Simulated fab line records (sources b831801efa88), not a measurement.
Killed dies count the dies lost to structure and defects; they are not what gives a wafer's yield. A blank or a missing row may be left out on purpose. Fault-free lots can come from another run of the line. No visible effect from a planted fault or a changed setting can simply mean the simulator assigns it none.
Split-lot trial + flow gf180mcu + 23 wafers read across 5 lots, on a route 602 steps long

== THE SPLIT ITSELF ==
At GF_V5_EXPOSE_11 (exposes mask Via5, target cd 260 nm), the setting dose-mj was moved away from the recipe's 38 on 10 of the 23 wafers read, by -4.3% to +7.3%. For the rest of the wafers, this setting stayed at what the recipe calls for.

== FROM THE SPLIT TO THE READING: what the file shows between them, 2 steps ==
- GF_V5_PEB_12: peb time 90 s (also split here: peb-time-s)
- GF_V5_DEVELOP_13: develop time 60 s

== THE READING ==
cd-nm (nm) at GF_V5_CD_MEAS_14, where the cd target is 260 nm. A value of 259.5 nm with a standard deviation of 1.1 nm is what fault-free wafers of this fab line usually give.

| wafer  | tool, chamber at the split | dose-mj as run | against the recipe | cd-nm, nm | against lot-mates on the recipe |
|--------|----------------------------|----------------|--------------------|-----------|---------------------------------|
| L079.1 | krf-scanner-01, 0          | 38             | recipe             | 261.6     | -                               |
| L079.2 | krf-scanner-01, 0          | 39.66          | +4.4%              | 264.2     | +3.9                            |
| L079.4 | krf-scanner-01, 0          | 38             | recipe             | 258.6     | -                               |
| L079.5 | krf-scanner-01, 0          | 39.66          | +4.4%              | 265.2     | +4.9                            |
| L079.6 | krf-scanner-01, 0          | 38             | recipe             | 260.8     | -                               |
| L082.2 | krf-scanner-01, 0          | 40.78          | +7.3%              | 269.2     | +11.7                           |
| L082.3 | krf-scanner-01, 0          | 38             | recipe             | 257.2     | -                               |
| L082.4 | krf-scanner-01, 0          | 38             | recipe             | 257.6     | -                               |
| L082.5 | krf-scanner-01, 0          | 40.78          | +7.3%              | 268.7     | +11.2                           |
| L082.6 | krf-scanner-01, 0          | 38             | recipe             | 257.8     | -                               |
| L083.2 | krf-scanner-02, 0          | 38             | recipe             | 259.8     | -                               |
| L083.4 | krf-scanner-02, 0          | 38             | recipe             | 259.8     | -                               |
| L083.5 | krf-scanner-02, 0          | 38             | recipe             | 260.4     | -                               |
| L084.1 | krf-scanner-01, 0          | 38             | recipe             | 260.2     | -                               |
| L084.2 | krf-scanner-01, 0          | 38             | recipe             | 259.6     | -                               |
| L084.3 | krf-scanner-01, 0          | 38.96          | +2.5%              | 264.4     | +4.5                            |
| L084.5 | krf-scanner-01, 0          | 38.96          | +2.5%              | 264.0     | +4.1                            |
| L084.6 | krf-scanner-01, 0          | 38.96          | +2.5%              | 263.9     | +4.0                            |
| L085.1 | krf-scanner-02, 0          | 36.36          | -4.3%              | 252.3     | -6.2                            |
| L085.2 | krf-scanner-02, 0          | 36.36          | -4.3%              | 251.2     | -7.3                            |
| L085.3 | krf-scanner-02, 0          | 36.36          | -4.3%              | 253.5     | -5.0                            |
| L085.4 | krf-scanner-02, 0          | 38             | recipe             | 258.3     | -                               |
| L085.6 | krf-scanner-02, 0          | 38             | recipe             | 258.6     | -                               |

FIT RESULTS
A straight line over all 23 wafers: cd-nm changes by +1.44 nm for each +1% of dose-mj; r = +0.96; the points scatter about the line by 1.3 nm.
The same after taking each lot's own level away (the mean of its wafers on the recipe; 23 wafers): +1.44 nm for each +1%; r = +0.98; scatter 0.95 nm.
That fit puts the effect of the largest move of dose-mj on the reading at 11 nm.
The span of the lots' own levels, 257.53 to 260.33 nm, comes to 2.5 times the standard deviation stated above.
Consequently the slope shifts little with the lot-to-lot level, the two slopes agreeing.
Check: with one of the wafers moved furthest among these (+7.3%) left out of the fit, the line predicts +10.1 nm for it against its lot-mates. It came out at +11.7 nm against them.

== ADDITIONAL SPLITS CARRIED BY THESE WAFERS ==
These wafers also went through other splits before the reading. Each is held against what the fit with the lots' levels taken away leaves over:
| other split on the same wafers   | wafers away from the commonest value | r with cd-nm (lot level and that fit taken away) |
|----------------------------------|--------------------------------------|--------------------------------------------------|
| GF_M1_EXPOSE_11 dose-mj          | 4                                    | +0.16                                            |
| GF_V1_SPUTTER_21 time-s          | 7                                    | -0.49                                            |
| GF_M2_EXPOSE_11 dose-mj          | 11                                   | +0.34                                            |
| GF_M3_SPUTTER_03 power-w         | 8                                    | -0.11                                            |
| GF_M3_SPUTTER_04 power-w         | 6                                    | -0.41                                            |
| GF_V4_COAT_09 resist-thk-nm      | 10                                   | -0.06                                            |
| GF_V4_DEVELOP_13 develop-time-s  | 5                                    | -0.06                                            |
| GF_MIM_DEVELOP_18 develop-time-s | 10                                   | -0.14                                            |
| GF_V5_PEB_12 peb-time-s          | 4                                    | +0.34                                            |

== THE WHOLE CHAIN: every reading that the file lists as answering this split, in the file's order ==
| step             | what it does                                                 | reading                                                   | change (the file's fit)              | r (the file's) |
|------------------|--------------------------------------------------------------|-----------------------------------------------------------|--------------------------------------|----------------|
| GF_V5_CD_MEAS_14 | target cd 260 nm                                             | cd-nm                                                     | +1.43 nm for each +1% of the setting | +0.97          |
| GF_V5_ETCH_16    | etches BARC in N2/H2                                         | V5.cd-nm (the simulator's own value, which no gauge read) | +1.37 nm for each +1% of the setting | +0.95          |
| GF_V5_ETCH_17    | etches SiO2 in C4F8/O2/Ar, stops on TiN, target depth 855 nm | V5.cd-nm (the simulator's own value, which no gauge read) | +1.31 nm for each +1% of the setting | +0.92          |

== FILE'S OWN FIT ==
cd-nm changes by +1.43 nm for each +1% of dose-mj, r = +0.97.
